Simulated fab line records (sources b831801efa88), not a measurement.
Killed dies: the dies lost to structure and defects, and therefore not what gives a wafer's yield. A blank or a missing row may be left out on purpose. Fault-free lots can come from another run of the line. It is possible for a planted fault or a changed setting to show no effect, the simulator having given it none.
What tool caused it?	flow sky130	Sampling: 13 lots, 39 wafers, 4 of 708 route steps

WHAT EACH GAUGE READ, for each wafer
SKY_LOCAL_INTERCONNECT_CD_MEAS_11: the cd target is 170 nm.
lot	measured	on	cd_nm (nm)
L864	day 30 03:22	cd_sem-02	171.3 172.0 171.5
L865	day 30 08:51	cd_sem-01	169.3 168.4 170.2
L866	day 30 23:05	cd_sem-01	170.5 171.0 169.5
L869	day 32 12:19	cd_sem-02	169.5 170.3 169.8
L870	day 32 15:56	cd_sem-02	169.1 171.8 170.1
L878	day 35 07:16	cd_sem-01	169.6 171.2 171.5
L877	day 35 08:07	cd_sem-01	168.7 169.9 169.7
L879	day 35 16:37	cd_sem-02	170.5 171.7 171.1
L881	day 35 23:04	cd_sem-02	170.4 169.6 169.2
L883	day 36 08:02	cd_sem-02	170.6 172.3 171.0
L884	day 36 18:22	cd_sem-02	168.2 169.4 169.3
L885	day 36 23:59	cd_sem-01	172.0 173.1 171.4
L887	day 37 19:55	cd_sem-02	170.3 169.1 170.7

SKY_CONTACT_THK_MEAS_26: measures by xrf.
lot	measured	on	CONTACT_W_THK (nm)
L864	day 31 09:27	film_metro-02	359 358 354
L865	day 31 14:42	film_metro-03	356 349 354
L866	day 32 04:38	film_metro-02	356 351 352
L878	day 36 13:27	film_metro-04	346 347 346
L877	day 36 13:38	film_metro-02	350 351 348
L879	day 36 21:23	film_metro-04	338 341 334
L881	day 37 03:26	film_metro-03	342 343 345
L883	day 37 12:44	film_metro-04	343 346 347
L884	day 37 23:07	film_metro-03	347 342 343
L885	day 38 04:27	film_metro-04	349 348 350
L887	day 39 00:41	film_metro-04	344 348 347

WHAT TOOL EACH LOT RAN ON (gives the tool, then ch and the chambers of the sampled wafers, and finally the start)
lot	SKY_POLY_CUT_ETCH_10	SKY_LOCAL_INTERCONNECT_STRIP_15
L864	rie_diel-01 ch 0,2,3, day 23 23:31	plasma_asher-04 ch 0,1, day 30 03:38
L865	rie_diel-01 ch 2,3, day 24 05:59	plasma_asher-03 ch 0,1, day 30 09:07
L866	rie_diel-03 ch 1,2,3, day 24 21:13	plasma_asher-02 ch 0,1, day 30 23:26
L869	rie_diel-01 ch 0,1,2, day 26 13:40	plasma_asher-02 ch 0,1, day 32 12:35
L870	rie_diel-03 ch 0,1, day 26 16:40	plasma_asher-02 ch 0,1, day 32 16:11
L878	rie_diel-02 ch 0,2,3, day 29 13:13	plasma_asher-02 ch 0,1, day 35 07:31
L877	rie_diel-03 ch 0,2, day 29 14:20	plasma_asher-02 ch 0,1, day 35 08:23
L879	rie_diel-03 ch 0,1,2, day 30 00:13	plasma_asher-02 ch 1, day 35 16:53
L881	rie_diel-03 ch 0,1,3, day 30 06:16	plasma_asher-02 ch 0,1, day 35 23:20
L883	rie_diel-03 ch 0,2,3, day 30 15:49	plasma_asher-04 ch 0,1, day 36 08:17
L884	rie_diel-01 ch 1,2,3, day 31 02:46	plasma_asher-03 ch 0,1, day 36 18:37
L885	rie_diel-02 ch 1,3, day 31 09:56	plasma_asher-03 ch 0,1, day 37 00:21
L887	rie_diel-03 ch 0,1,2, day 32 05:17	plasma_asher-03 ch 0,1, day 37 20:19
- SKY_POLY_CUT_ETCH_10: etches BARC in N2/H2, stops on SiO2, time 45.9 s, target depth 60 nm.
- SKY_LOCAL_INTERCONNECT_STRIP_15: strips in O2/N2.

WHAT THE TOOLS THEMSELVES READ (means of the sampled wafers that have a number; where no wafer has one, the mark that the record gives instead)
SKY_POLY_CUT_ETCH_10.
lot	tool	drypump_motor_current_A (A)	oes_product_au (a.u.)	throttle_valve_pct (%)
L864	rie_diel-01	5.5	0.854	13.228
L865	rie_diel-01	5.7	0.854	13.230
L866	rie_diel-03	6.0	0.857	13.234
L869	rie_diel-01	5.5	0.856	13.227
L870	rie_diel-03	5.8	0.856	13.227
L878	rie_diel-02	6.1	0.855	13.234
L877	rie_diel-03	5.7	0.852	13.227
L879	rie_diel-03	5.7	0.853	13.215
L881	rie_diel-03	5.8	0.853	13.232
L883	rie_diel-03	5.8	0.852	13.222
L884	rie_diel-01	5.6	0.856	13.233
L885	rie_diel-02	5.4	0.857	13.227
L887	rie_diel-03	5.7	0.849	13.225

SKY_LOCAL_INTERCONNECT_STRIP_15.
lot	tool	chamber_pressure_mTorr (mTorr)	drypump_motor_current_A (A)	oes_product_au (a.u.)	strip_time_to_endpoint_s (s)
L864	plasma_asher-04	1499.1	6.7	0.431	4.725
L865	plasma_asher-03	1500.8	5.3	0.429	4.736
L866	plasma_asher-02	1499.0	5.7	0.425	4.736
L869	plasma_asher-02	-	-	-	-
L870	plasma_asher-02	-	-	-	-
L878	plasma_asher-02	1499.5	5.7	0.424	4.704
L877	plasma_asher-02	1500.6	5.7	0.426	4.754
L879	plasma_asher-02	1498.5	5.7	0.419	4.712
L881	plasma_asher-02	1500.0	5.7	0.426	4.725
L883	plasma_asher-04	1500.1	6.6	0.433	4.706
L884	plasma_asher-03	1499.8	5.6	0.430	4.729
L885	plasma_asher-03	1501.1	5.3	0.435	4.739
L887	plasma_asher-03	1500.6	5.3	0.425	4.698

THE ANSWER, worked out from the rows above alone
Rule: what is usual is taken from the lots themselves. Put in order of their means at a reading, lots are off if they are a third of the lots or fewer, leave a main group of 4 or more, and stand apart from it by a gap of 3 or more times the standard deviation of the main group's means; of several such gaps the widest counts. The tables above print the reading to a certain number of digits; a main group whose means all agree to those digits is not used. Also off: a lot with no number at a reading for which 4 or more lots have one. The other lots that the step has rows for count as sound. After the gauges, taken in route order, come the tools' own readings; for these a lot's mean is taken, as printed above. The first step at which some lot is off is used, and at that step the reading that is off furthest; a lot without a number counts as furthest.
Off: L869, L870, at SKY_LOCAL_INTERCONNECT_STRIP_15 (chamber_pressure_mTorr). Without a number there: L869, L870. The main group has a mean of 1499.9 mTorr with a standard deviation of 0.79.
If a tool, at that step or one of the process steps before it, ran each lot that is off and ran no sound lot following the first of them, it fits. Of those tried, none fits.

WHAT WAS PUT IN BY THE SIMULATOR
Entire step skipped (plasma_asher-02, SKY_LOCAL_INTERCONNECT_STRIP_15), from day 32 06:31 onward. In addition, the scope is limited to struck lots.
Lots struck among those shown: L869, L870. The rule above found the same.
